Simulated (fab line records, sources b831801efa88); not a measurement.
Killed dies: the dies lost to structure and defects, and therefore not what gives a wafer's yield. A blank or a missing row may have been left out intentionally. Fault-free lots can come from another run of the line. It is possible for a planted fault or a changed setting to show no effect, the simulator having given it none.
fab line records -- flow gf180mcu
[record] lots = 13, wafers = 36, last-day = 34
route steps=602 shown HV_LDD@231 V3@432 M4@457 V5@549
lots with no fault: from the same line, run without faults
start-h: start of the lot's first displayed wafer, in hours after the record's first day -- wait-h: hours elapsed since this lot's preceding step -- " unchanged from the row above -- L1.1+2: a row that stands for several wafers -- - no value, or no start was given -- * or withheld: withheld -- < > ~ a bound
route shown NAME@n: NAME is a module with steps in the file, n the number in the route of the first one -- usual: mean/standard deviation taken from wafers without a fault -- same: alike in all rows -- chamber/n: place in a boat -- sites: per-site readings -- _std_site: how widely they spread, as a standard deviation -- _edge_site: mean of outer sites minus mean of inner sites -- radius-mm: for every site, how far away it sits from the centre of the wafer -- mask NAME#n: copy n -- behind: the last tool/chamber to shape the wafer -- hold: why the lot went on hold/how many hours it stayed there/how the hold came to an end -- device: whichever transistor did not switch (one of n, p or np) -- end of line: the same wafers' tests at the end of the route -- a step without rows: its recipe alone -- killed: count of dies lost to structure and defects at first sort (not the wafer's yield) -- map: a wafer's dies, marking killed ones x, the rest . and places with no die _
set.NAME: the setting as run; set.NAME@STEP: as run at that earlier step -- model.NAME: the simulator's own value behind a step, which no gauge read
route steps across a sampled set of lots; one table per step, one row per wafer
services: from which hour (start-h, from the record's first day; less than 0 if before it) a tool's chamber was out of use, for how many hours, and why
[[steps]]
[step GF_HV_LDD_THK_MEAS_55]
[recipe] reads = SiO2_of_HV_LDD_CVD_54
[usual] HV_LDD_CVD_54_THK = 10.00/0.11
lot.wafer,tool,chamber,start-h,wait-h,HV_LDD_CVD_54_THK[nm]
L503.2,film-metro-02,-,284.62,0.0,9.92
L503.3,film-metro-02,-,284.62,0.0,10.15
L503.6,film-metro-02,-,284.62,0.0,9.88
L504.1,film-metro-01,-,289.67,0.0,10.10
L504.2,film-metro-01,-,289.67,0.0,9.96
L504.3,film-metro-01,-,289.67,0.0,10.00
L506.2,film-metro-01,-,311.93,0.0,9.94
L506.4,film-metro-01,-,311.93,0.0,9.94
L506.5,film-metro-01,-,311.93,0.0,9.83
L508.1,film-metro-02,-,324.17,0.0,10.05
L508.4,film-metro-02,-,324.17,0.0,10.00
L508.5,film-metro-02,-,324.17,0.0,10.04
L509.4,film-metro-01,-,329.25,0.0,10.02
L509.5,film-metro-01,-,329.25,0.0,10.03
L509.6,film-metro-01,-,329.25,0.0,9.96
L515.2,film-metro-01,-,382.84,0.0,9.84
L515.5,film-metro-01,-,382.84,0.0,9.90
L516.2,film-metro-02,-,387.68,0.0,10.10
L516.5,film-metro-02,-,387.68,0.0,10.03
L517.2,film-metro-01,-,398.47,0.0,10.02
L517.4,film-metro-01,-,398.47,0.0,9.93
L519.2,film-metro-01,-,412.94,0.0,9.76
L519.4,film-metro-01,-,412.94,0.0,9.67
L519.6,film-metro-01,-,412.94,0.0,9.62
L522.2,film-metro-01,-,435.66,0.0,9.99
L522.3,film-metro-01,-,435.66,0.0,9.95
L522.5,film-metro-01,-,435.66,0.0,9.93
L523.1,film-metro-01,-,442.65,0.0,10.04
L523.3,film-metro-01,-,442.65,0.0,10.11
L523.5,film-metro-01,-,442.65,0.0,10.02
L524.3,film-metro-01,-,456.38,0.0,10.09
L524.5,film-metro-01,-,456.38,0.0,10.06
L524.6,film-metro-01,-,456.38,0.0,9.97
L526.2,film-metro-03,-,467.07,0.0,9.97
L526.3,film-metro-03,-,467.07,0.0,10.02
L526.6,film-metro-03,-,467.07,0.0,10.03
[step GF_V3_THK_MEAS_03]
[recipe] reads = SiO2_of_V3_CVD_02
[usual] V3_CVD_02_THK = 850/9.9
lot.wafer,tool,chamber,start-h,wait-h,V3_CVD_02_THK[nm]
L503.2,film-metro-01,-,505.26,0.0,851
L503.3,film-metro-01,-,505.26,0.0,845
L503.6,film-metro-01,-,505.26,0.0,856
L504.1,film-metro-04,-,510.31,0.0,852
L504.2,film-metro-04,-,510.31,0.0,850
L504.3,film-metro-04,-,510.31,0.0,849
L506.2,film-metro-01,-,535.14,0.1,841
L506.4,film-metro-01,-,535.14,0.1,858
L506.5,film-metro-01,-,535.14,0.1,851
L508.1,film-metro-01,-,548.46,0.0,848
L508.4,film-metro-01,-,548.46,0.0,857
L508.5,film-metro-01,-,548.46,0.0,866
L509.4,film-metro-01,-,554.34,0.0,859
L509.5,film-metro-01,-,554.34,0.0,861
L509.6,film-metro-01,-,554.34,0.0,861
L515.2,film-metro-03,-,606.82,0.0,839
L515.5,film-metro-03,-,606.82,0.0,867
L516.2,film-metro-01,-,611.02,0.0,843
L516.5,film-metro-01,-,611.02,0.0,852
L517.2,film-metro-03,-,620.87,0.0,845
L517.4,film-metro-03,-,620.87,0.0,856
L519.2,film-metro-04,-,634.47,0.0,842
L519.4,film-metro-04,-,634.47,0.0,853
L519.6,film-metro-04,-,634.47,0.0,842
L522.2,film-metro-03,-,651.80,0.0,835
L522.3,film-metro-03,-,651.80,0.0,848
L522.5,film-metro-03,-,651.80,0.0,847
L523.1,film-metro-04,-,657.40,0.0,842
L523.3,film-metro-04,-,657.40,0.0,852
L523.5,film-metro-04,-,657.40,0.0,865
L524.3,film-metro-03,-,669.28,0.1,834
L524.5,film-metro-03,-,669.28,0.1,864
L524.6,film-metro-03,-,669.28,0.1,864
L526.2,film-metro-01,-,678.26,0.0,837
L526.3,film-metro-01,-,678.26,0.0,847
L526.6,film-metro-01,-,678.26,0.0,846
[step GF_M4_SPUTTER_01]
[recipe] material = TiN, target-thk-nm = 30, power-w = 6500, time-s = 25, chamber-pressure-pa = 0.4
[usual] throttle-valve-pct = 30.4/0.95
lot.wafer,tool,chamber,start-h,wait-h,throttle-valve-pct
L503.2,pvd-sputter-03,-,530.54,0.1,30.8
L503.3,pvd-sputter-03,-,530.54,0.1,31.4
L503.6,pvd-sputter-03,-,530.54,0.1,32.3
L504.1,pvd-sputter-02,-,535.75,0.1,29.3
L504.2,pvd-sputter-02,-,535.75,0.1,30.6
L504.3,pvd-sputter-02,-,535.75,0.1,30.0
L506.2,pvd-sputter-02,-,559.45,0.1,28.0
L506.4,pvd-sputter-02,-,559.45,0.1,29.9
L506.5,pvd-sputter-02,-,559.45,0.1,28.3
L508.1,pvd-sputter-03,-,572.78,0.1,31.1
L508.4,pvd-sputter-03,-,572.78,0.1,29.8
L508.5,pvd-sputter-03,-,572.78,0.1,31.3
L509.4,pvd-sputter-03,-,578.84,0.1,29.9
L509.5,pvd-sputter-03,-,578.84,0.1,30.7
L509.6,pvd-sputter-03,-,578.84,0.1,29.8
L515.2,pvd-sputter-02,-,629.90,0.1,30.8
L515.5,pvd-sputter-02,-,629.90,0.1,28.3
L516.2,pvd-sputter-01,-,633.69,0.1,31.3
L516.5,pvd-sputter-01,-,633.69,0.1,30.5
L517.2,pvd-sputter-01,-,642.74,0.1,31.1
L517.4,pvd-sputter-01,-,642.74,0.1,30.5
L519.2,pvd-sputter-02,-,656.75,0.1,29.9
L519.4,pvd-sputter-02,-,656.75,0.1,30.2
L519.6,pvd-sputter-02,-,656.75,0.1,30.0
L522.2,pvd-sputter-01,-,673.03,0.1,30.7
L522.3,pvd-sputter-01,-,673.03,0.1,30.7
L522.5,pvd-sputter-01,-,673.03,0.1,30.9
L523.1,pvd-sputter-01,-,679.14,0.1,30.8
L523.3,pvd-sputter-01,-,679.14,0.1,29.5
L523.5,pvd-sputter-01,-,679.14,0.1,31.0
L524.3,pvd-sputter-03,-,691.65,0.1,32.4
L524.5,pvd-sputter-03,-,691.65,0.1,31.3
L524.6,pvd-sputter-03,-,691.65,0.1,29.9
L526.2,pvd-sputter-02,-,699.69,0.1,30.8
L526.3,pvd-sputter-02,-,699.69,0.1,30.3
L526.6,pvd-sputter-02,-,699.69,0.1,30.1
[step GF_V5_COAT_09]
[recipe] resist = KrF, spin-rpm = withheld, resist-thk-nm = 1000
lot.wafer,tool,chamber,start-h,wait-h
L503.2+3+6,litho-track-01,0,632,-
L504.1+2+3,litho-track-02,0,638,-
L506.2+4+5,litho-track-01,0,658,-
L508.1+4+5,litho-track-02,0,670,-
L509.4+5+6,litho-track-03,0,675,-
L515.2+5,litho-track-02,0,722,-
L516.2+5,litho-track-02,0,725,-
L517.2+4,litho-track-02,0,733,-
L519.2+4+6,litho-track-01,0,746,-
L522.2+3+5,litho-track-03,0,761,-
L523.1+3+5,litho-track-01,0,765,-
L524.3+5+6,litho-track-01,0,776,-
L526.2+3+6,litho-track-01,0,783,-
[step GF_V5_STRIP_18]
[recipe] chemistry = O2/N2, power-w = 1400, pressure-mtorr = 1500, platen-temp-c = 250, o2-flow-sccm = 3000, n2-flow-sccm = 300, overash-fraction = 0.5
[usual] drypump-motor-current-A = 5.9/0.53, heater-power-w = 350/54, oes-product-au = 0.568/0.0047
[same] overash-fraction = 0.5
lot.wafer,tool,chamber,start-h,wait-h,drypump-motor-current-A,heater-power-w,oes-product-au,rf-hours-counter-h
L503.2,plasma-asher-01,1,643.30,-,5.8,426,0.572,51
L503.3,plasma-asher-01,0,643.30,-,4.9,290,0.563,-
L503.6,plasma-asher-01,0,643.30,-,4.9,289,0.569,-
L504.1,plasma-asher-01,1,649.15,-,5.8,431,0.575,51
L504.2,plasma-asher-01,0,649.15,-,4.9,299,0.565,51
L504.3,plasma-asher-01,1,649.15,-,5.8,424,0.568,-
L506.2,plasma-asher-04,1,669.24,-,6.1,266,0.571,93
L506.4,plasma-asher-04,0,669.24,-,5.6,343,0.573,-
L506.5,plasma-asher-04,1,669.24,-,6.1,276,0.565,-
L508.1,plasma-asher-02,1,680.59,-,6.6,394,0.566,108
L508.4,plasma-asher-02,1,680.59,-,6.6,401,0.567,-
L508.5,plasma-asher-02,1,680.59,-,6.6,400,0.564,-
L509.4,plasma-asher-04,1,685.23,-,6.1,279,0.563,-
L509.5,plasma-asher-04,0,685.23,-,5.6,341,0.564,-
L509.6,plasma-asher-04,1,685.23,-,6.1,274,0.564,-
L515.2,plasma-asher-01,1,732.24,-,5.8,430,0.596,61
L515.5,plasma-asher-01,1,732.24,-,5.8,428,0.564,-
L516.2,plasma-asher-01,0,734.54,-,4.9,291,0.583,61
L516.5,plasma-asher-01,0,734.54,-,4.9,289,0.566,-
L517.2,plasma-asher-02,0,742.88,-,6.0,355,0.588,0
L517.4,plasma-asher-02,0,742.88,-,6.1,354,0.583,-
L519.2,plasma-asher-02,0,755.29,-,6.1,354,0.574,1
L519.4,plasma-asher-02,0,755.29,-,6.0,350,0.574,-
L519.6,plasma-asher-02,0,755.29,-,6.0,366,0.570,-
L522.2,plasma-asher-01,0,770.59,-,4.9,285,0.566,65
L522.3,plasma-asher-01,0,770.59,-,5.0,291,0.564,-
L522.5,plasma-asher-01,0,770.59,-,4.9,290,0.567,-
L523.1,plasma-asher-04,1,774.94,-,6.1,268,0.573,103
L523.3,plasma-asher-04,1,774.94,-,6.1,268,0.569,-
L523.5,plasma-asher-04,1,774.94,-,6.1,274,0.575,-
L524.3,plasma-asher-02,1,785.80,-,6.7,405,0.563,-
L524.5,plasma-asher-02,1,785.80,-,6.6,399,0.563,-
L524.6,plasma-asher-02,0,785.80,-,6.0,349,0.567,-
L526.2,plasma-asher-01,1,791.14,-,5.8,416,0.576,67
L526.3,plasma-asher-01,0,791.14,-,4.9,283,0.576,-
L526.6,plasma-asher-01,1,791.14,-,5.8,418,0.561,-
[[services]]
tool,chamber,start-h,hours,kind
pvd-sputter-02,-,519.29,2.9,repair
pvd-sputter-03,-,527.32,0.7,repair
plasma-asher-02,-,558.75,13.8,repair
plasma-asher-02,-,572.34,3.2,repair
plasma-asher-01,-,595.13,13.3,repair
plasma-asher-01,-,613.26,8.5,repair
plasma-asher-01,-,613.55,7.4,repair
pvd-sputter-03,-,614.24,4.2,repair
pvd-sputter-03,-,619.59,3.2,repair
pvd-sputter-02,3,632.25,-,consumable-replace:kit
pvd-sputter-02,3,632.25,18.0,scheduled-down
pvd-sputter-02,3,632.25,18.0,vent-cycle
pvd-sputter-01,-,639.64,1.7,repair
plasma-asher-02,-,648.95,2.8,pm
pvd-sputter-03,3,654.59,-,consumable-replace:kit
pvd-sputter-02,-,677.19,2.1,repair
plasma-asher-01,-,705.21,1.0,repair
pvd-sputter-01,-,709.19,0.5,repair
pvd-sputter-02,2,728.52,-,consumable-replace:kit
pvd-sputter-02,2,728.52,18.0,scheduled-down
pvd-sputter-02,2,728.52,18.0,vent-cycle
plasma-asher-02,-,733.75,9.0,pm
plasma-asher-04,-,748.03,3.1,repair
plasma-asher-04,-,788.12,2.8,pm
[[key]]
[first-sign] step = GF_V5_STRIP_18, reading = oes-product-au, direction = up, sigmas = 4.2, usual = 0.568, struck = 0.588
effect none on later readings
met-at GF_V5_COAT_09
struck-lots L515,L516,L517
struck-wafers L515.2,L516.2,L517.2,L517.4
not-acting-at GF_HV_LDD_THK_MEAS_55,GF_V3_THK_MEAS_03,GF_M4_SPUTTER_01
onset-between 670 722
[fault] kind = process-parameter-drift, tool = litho-track-02, chamber = -, onset-h = 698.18, steps = GF_V5_COAT_09, channel = resist-thk-nm, offset = *, shape = step, end-h = 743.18, scope = struck-wafers-only, acts-in = *, stated = *
